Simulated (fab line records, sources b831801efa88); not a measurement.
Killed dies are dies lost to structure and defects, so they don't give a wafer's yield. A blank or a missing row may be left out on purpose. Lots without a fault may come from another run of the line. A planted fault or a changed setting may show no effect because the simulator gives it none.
A struck lot beside a sound one | flow sky130 | 20 steps out of a route of 708
Sound: wafers L843.1, L843.3, L843.4. Struck: wafers L853.2, L853.4, L853.6. The cause comes at the end.
At each step with rows: each side's tool, then ch and its chambers, then its first start. Under that, the readings that differ: sound wafers | struck wafers | difference of the means | sigmas: that difference in standard deviations of wafers without a fault.
alike: readings whose means differ by less than 2 such deviations, and words and numbers that are the same on both sides. not compared: withheld readings, readings that some wafer has no value for, bounds like >300 that may hide the same value, and numbers for which the record gives no deviation and whose values overlap.
The two part at a step that has a row with sigmas, a row that says differs or no value, or rows on one side only. Numbers that don't overlap but have no deviation are shown without sigmas and don't part them. A reading that every wafer of one side lacks parts them only if that side has two wafers or more.

SKY_RES_PROTECT_STRIP_07: strips in O2/N2.
  sound on plasma_asher-04 ch 0,1, day 18 19:34; struck on plasma_asher-03 ch 0,1, day 22 01:12
  alike: drypump_motor_current_A, oes_product_au, strip_time_to_endpoint_s
  not compared: rf_hours_counter_h
SKY_RES_PROTECT_TW_MEAS_08:
  sound on film_metro-03, day 18 19:40; struck on film_metro-04, day 22 01:19
  alike: POLY_GATE_TW
then, 2 steps without rows for these wafers: SKY_RES_PROTECT_CLEAN_09 (cleans in SC1/SC2, time 150 s); SKY_POLY_GATE_CVD_03 (deposits Si3N4 from DCS/NH3, target thk 75 nm, time 1290 s).
SKY_POLY_GATE_THK_MEAS_04:
  sound on film_metro-03, day 19 02:05; struck on film_metro-04, day 22 02:47
  reading                   | sound          | struck         | difference | sigmas
  POLY_GATE_CVD_03_THK (nm) | 76.1 76.7 76.4 | 74.1 74.5 74.9 | -1.9       | -3
then, 7 steps without rows for these wafers: SKY_POLY_GATE_DEHYDRATE_05 (time 60 s); SKY_POLY_GATE_HMDS_06 (prime time 60 s); SKY_POLY_GATE_COAT_07 (resist thk 110 nm); SKY_POLY_GATE_COAT_08 (resist thk 450 nm); SKY_POLY_GATE_SOFTBAKE_09 (time 90 s); SKY_POLY_GATE_EXPOSE_10 (exposes mask P1M, target cd 150 nm); SKY_POLY_GATE_PEB_11.
SKY_POLY_GATE_DEVELOP_12: develop time 60 s.
  sound on litho_track-01 ch 0, day 20 07:00; struck on litho_track-03 ch 0, day 23 07:00
  alike: chill_plate_temp_C, resist_line_temp_C
SKY_POLY_GATE_CD_MEAS_13: target cd 150 nm.
  sound on cd_sem-01, day 20 08:04; struck on cd_sem-01, day 23 07:51
  reading    | sound             | struck            | difference | sigmas
  cd_nm (nm) | 149.5 149.0 148.6 | 144.3 145.3 144.3 | -4.4       | -3
SKY_POLY_GATE_OVL_MEAS_14:
  sound on overlay-01, day 20 08:11; struck on overlay-01, day 23 07:58
  alike: POLY_GATE_OVL
SKY_POLY_GATE_ETCH_15: etches BARC in N2/H2, stops on SiO2, time 118.5 s, target depth 110 nm.
  sound on rie_diel-02 ch 1,2,3, day 20 08:13; struck on rie_diel-01 ch 1,2,3, day 23 07:59
  reading                    | sound                | struck               | difference | sigmas
  throttle_valve_pct (%)     | 13.198 13.210 13.200 | 13.215 13.228 13.238 | +0.024     | +2
  model.POLY_GATE.cd_nm (nm) | 149.7 149.2 147.6    | 143.8 146.1 142.3    | -4.8       |
  alike: drypump_motor_current_A, oes_product_au, rf_fwd_power_W
  not compared: rf_hours_counter_h
SKY_POLY_GATE_ETCH_16: etches Si3N4 in CH3F/O2, stops on poly-Si, time 147.5 s, target depth 75 nm.
  sound on rie_diel-02 ch 1,2,3, day 20 08:18; struck on rie_diel-01 ch 1,2,3, day 23 08:04
  reading            | sound             | struck            | difference | sigmas
  rf_fwd_power_W (W) | 399.1 395.6 395.4 | 400.6 397.9 399.2 | +2.5       | +2
  alike: drypump_motor_current_A, oes_product_au, throttle_valve_pct
  not compared: rf_hours_counter_h
SKY_POLY_GATE_ETCH_17: etches poly-Si in HBr/Cl2, stops on SiO2, target depth 180 nm, time 70.5 s.
  sound on rie_si-02 ch 1,2,3, day 20 08:23; struck on rie_si-01 ch 0,3, day 23 08:10
  reading                    | sound             | struck            | difference | sigmas
  model.POLY_GATE.cd_nm (nm) | 149.5 148.7 148.3 | 143.6 145.2 142.5 | -5.1       |
  alike: drypump_motor_current_A, oes_product_au, rf_fwd_power_W, throttle_valve_pct
  not compared: rf_hours_counter_h
SKY_POLY_GATE_STRIP_18: strips in O2/N2.
  sound on plasma_asher-03 ch 0,1, day 20 08:27; struck on plasma_asher-04 ch 1, day 23 08:14
  reading                     | sound       | struck      | difference | sigmas
  drypump_motor_current_A (A) | 6.3 6.3 5.6 | 5.3 5.3 5.3 | -0.8       | -2
  alike: oes_product_au, strip_time_to_endpoint_s
  not compared: rf_hours_counter_h
-- the record jumps here: 27 days lie between the struck wafers' starts before and after (it left off in module POLY_GATE and takes up again in module PAD_OPEN, whose first step shown is number 708 of the route) --
SKY_PAD_OPEN_PROBE_99:
  sound on prober-01, day 48 05:53; struck on prober-01, day 50 09:46
  reading                                | sound             | struck            | difference | sigmas
  model.etest.pfet_01v8.r_on_ohm_um      | 2831 2858 2878    | 2809 2806 2753    | -66        |
  model.etest.res_poly.line_ohm_um       | 519.1 529.5 523.9 | 560 561.3 571.2   | +40        |
  model.etest.nfet_01v8.r_on_ohm_um      | 849.4 848.3 851.1 | 822.8 825 815.5   | -28.5      |
  model.etest.pfet_01v8.drive_ua_um      | 195.8 191 195.7   | 200.9 202.9 203.5 | +8.3       |
  model.etest.pfet_01v8_hvt.drive_ua_um  | 146.6 143.5 144.8 | 151.3 151.1 153.1 | +6.9       |
  model.etest.res_xhigh_po.width_nm (nm) | 350.7 348.8 348.8 | 345.3 346.3 344.3 | -4.1       |
  model.etest.res_poly.width_nm (nm)     | 94.5 93.86 93.27  | 88.06 89.57 87.06 | -5.65      |
  alike: killed_at_M0_to_M3, killed_at_M4_up, killed_at_contacts, killed_at_front_end, killed_at_other, killed_dies, killed_open, killed_short
  not compared: model.etest.sonos_uncharged.r_on_ohm_um

WHERE THEY PART
First at SKY_POLY_GATE_THK_MEAS_04; last, within this record, at SKY_POLY_GATE_STRIP_18. Later steps at which nothing parts them and some readings are alike: SKY_PAD_OPEN_PROBE_99.

WHY: what the simulator had put in
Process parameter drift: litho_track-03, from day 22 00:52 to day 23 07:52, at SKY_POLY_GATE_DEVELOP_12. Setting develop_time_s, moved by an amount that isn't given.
